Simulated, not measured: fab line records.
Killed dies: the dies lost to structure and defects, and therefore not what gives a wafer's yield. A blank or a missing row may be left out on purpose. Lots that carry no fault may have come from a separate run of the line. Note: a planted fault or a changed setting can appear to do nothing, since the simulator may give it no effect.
Struck lot and sound lot, side by side + flow sky130 + 18 out of 708 route steps
Sound: these wafers, L861.1, L861.4, L861.5. Struck: wafers L858.2, L858.5, L858.6. The cause comes at the end.
Each step with rows lists, per side, the tool, then ch with its chambers, then its first start. Under that, the readings that differ: sound wafers + struck wafers + difference of the means + sigmas: that difference in standard deviations of wafers without a fault.
alike: same words and numbers on both sides, and readings whose means sit less than 2 such deviations apart. not compared: any withheld reading, any reading some wafer has no value for, any bound like >300 that may hide the same value, and any number with overlapping values for which the record gives no deviation.
The two part at a step that has a row with sigmas, a row that says differs or no value, or rows on one side only. Non-overlapping numbers with no deviation appear without sigmas and do not part them. A reading that every wafer of one side lacks parts them only if that side has two wafers or more.

SKY_LDD_HVP_STRIP_09: strips in O2/N2.
  sound on plasma asher-01 ch 0, day 23 01:37; struck on plasma asher-04 ch 0,1, day 22 12:55
| reading                     | sound       | struck      | difference | sigmas |
|-----------------------------|-------------|-------------|------------|--------|
| drypump motor current A (A) | 5.2 5.3 5.3 | 5.9 5.9 6.2 | +0.7       | +2     |
  alike: oes product au, strip time to endpoint s
  not compared: rf hours counter h
SKY_LDD_HVP_TW_MEAS_10:
  struck on film metro-02, day 22 13:02; sound on film metro-04, day 23 01:43
  alike: LDD_HVP_TW
then, 7 steps without rows for these wafers: SKY_LDD_LDN_DEHYDRATE_00 (time 60 s); SKY_LDD_LDN_HMDS_01 (prime time 60 s); SKY_LDD_LDN_COAT_02 (resist thk 1140 nm); SKY_LDD_LDN_SOFTBAKE_03 (time 60 s); SKY_LDD_LDN_EXPOSE_04 (exposes mask LDNTM, target cd 700 nm); SKY_LDD_LDN_PEB_05; SKY_LDD_LDN_DEVELOP_06 (develop time 60 s).
SKY_LDD_LDN_OVL_MEAS_07:
  struck on overlay-01, day 23 19:08; sound on overlay-01, day 24 07:41
  alike: LDD_LDN_OVL
then, 2 steps without rows for these wafers: SKY_LDD_LDN_IMPLANT_08; SKY_LDD_LDN_IMPLANT_09.
SKY_LDD_LDN_IMPLANT_10:
  sound on implanter-01 ch 0, day 24 08:01; struck on implanter-03 ch 0, day 23 19:49
following that, these wafers have no rows for 1 step: SKY_LDD_LDN_IMPLANT_11.
SKY_LDD_LDN_STRIP_12: strips in O2/N2.
  sound on plasma asher-01 ch 0,1, day 24 08:19; struck on plasma asher-04 ch 0,1, day 23 20:05
  alike: drypump motor current A, oes product au, strip time to endpoint s
  not compared: rf hours counter h
SKY_LDD_LDN_TW_MEAS_13:
  struck on film metro-03, day 23 20:25; sound on film metro-04, day 24 08:25
| reading    | sound          | struck         | difference | sigmas |
|------------|----------------|----------------|------------|--------|
| LDD_LDN_TW | 1482 1490 1492 | 1563 1572 1569 | +80        | +10    |
then, 1 step without rows for these wafers: SKY_LDD_LDN_CLEAN_14 (cleans in SC1/SC2, time 150 s).
-- record jumps: 23 days separate the struck wafers' starts on either side; left off in module LDD_LDN, taken up again in module PAD_OPEN, whose first shown step is the route's number 708 --
SKY_PAD_OPEN_PROBE_99:
  struck on prober-01, day 46 10:50; sound on prober-01, day 46 18:23
| reading                         | sound          | struck         | difference | sigmas |
|---------------------------------|----------------|----------------|------------|--------|
| model.etest.tip sonos.rs ohm sq | 2582 2633 2647 | 2371 2412 2336 | -248       |        |
  alike: killed_at_M0_to_M3, killed_at_M4_up, killed at contacts, killed at front end, killed at other, killed dies, killed open, killed short

WHERE THEY PART
First at SKY_LDD_HVP_STRIP_09; last, within this record, at SKY_LDD_LDN_TW_MEAS_13. Later steps at which nothing parts them and some readings are alike: SKY_PAD_OPEN_PROBE_99.

WHY: what had been put in by the simulator
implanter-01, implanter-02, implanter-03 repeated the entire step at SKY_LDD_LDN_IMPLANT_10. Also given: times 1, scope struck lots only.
